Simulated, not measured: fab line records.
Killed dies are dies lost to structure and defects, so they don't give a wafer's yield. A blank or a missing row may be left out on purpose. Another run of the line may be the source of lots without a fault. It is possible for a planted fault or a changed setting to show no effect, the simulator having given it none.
A single fault, viewed from 2 desks	flow sky130	what lay behind the numbers comes last; until then each desk has only its own

## THE TOOL OWNER'S DESK: hdpcvd-02
The tool's own readings at SKY_VIA3_HDPCVD_00 (deposits SiO2, target thk 1635 nm, time 272.5 s): means of the sampled wafers that have a number, for each lot that ran on this tool. A lot is out of limits, marked OUT, if its mean lies more than 4 standard deviations from the usual mean; the brackets give that distance.
Columns: A = run-length-s at SKY_VIA3_HDPCVD_00, usual 300.0 s
lot	first seen here	A
L971	day 39 05:52	299.6
L972	day 39 09:44	300.2
L973	day 39 18:33	299.7
L975	day 40 13:57	315.5 (+29) OUT
L978	day 41 17:46	315.6 (+29) OUT
L987	day 44 04:26	299.9
L993	day 45 09:51	300.3
This desk finds L975, L978 out of limits, L975 being first, at day 40 13:57 (run-length-s at SKY_VIA3_HDPCVD_00). Within limits: L971, L972, L973, L987, L993.

## FROM THE METROLOGY DESK
Means of the sampled wafers that have a number, per lot and without regard to the tool the lot ran on: this is what the gauges read. A lot is out of limits, marked OUT, if its mean lies more than 4 standard deviations from the usual mean; the brackets give that distance.
Columns: A = VIA3_HDPCVD_THK at SKY_VIA3_THK_MEAS_01, usual 1622 nm
lot	first seen here	A
L971	day 39 05:59	1622
L972	day 39 09:54	1592
L973	day 39 18:44	1619
L975	day 40 14:04	1725 (+6.9) OUT
L978	day 41 17:56	1732 (+7.3) OUT
L988	day 44 02:53	1622
L987	day 44 04:36	1587
L989	day 44 11:26	1618
L990	day 44 13:42	1631
L991	day 44 19:55	1628
L993	day 45 10:02	1626
This desk reports L975, L978 out of limits; the earliest was L975 at day 40 14:04 (VIA3_HDPCVD_THK at SKY_VIA3_THK_MEAS_01). Within limits: L971, L972, L973, L988, L987, L989, L990, L991, L993.

## ALL TOGETHER
On L975, L978, at day 40 13:57, an alarm was possible from the tool owner's desk.
L975, L978 would have let the metrology desk raise an alarm at day 40 14:04.
SKY_VIA3_HDPCVD_00 was run on hdpcvd-02 by each of the lots named.

## WHAT THE SIMULATOR PUT IN
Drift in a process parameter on hdpcvd-02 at SKY_VIA3_HDPCVD_00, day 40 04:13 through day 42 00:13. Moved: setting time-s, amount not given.
Struck lots among those shown: L975, L978.
Counting hours from when the fault started, the first reading out of limits came at 10 for the tool owner's desk and at 10 for the metrology desk.
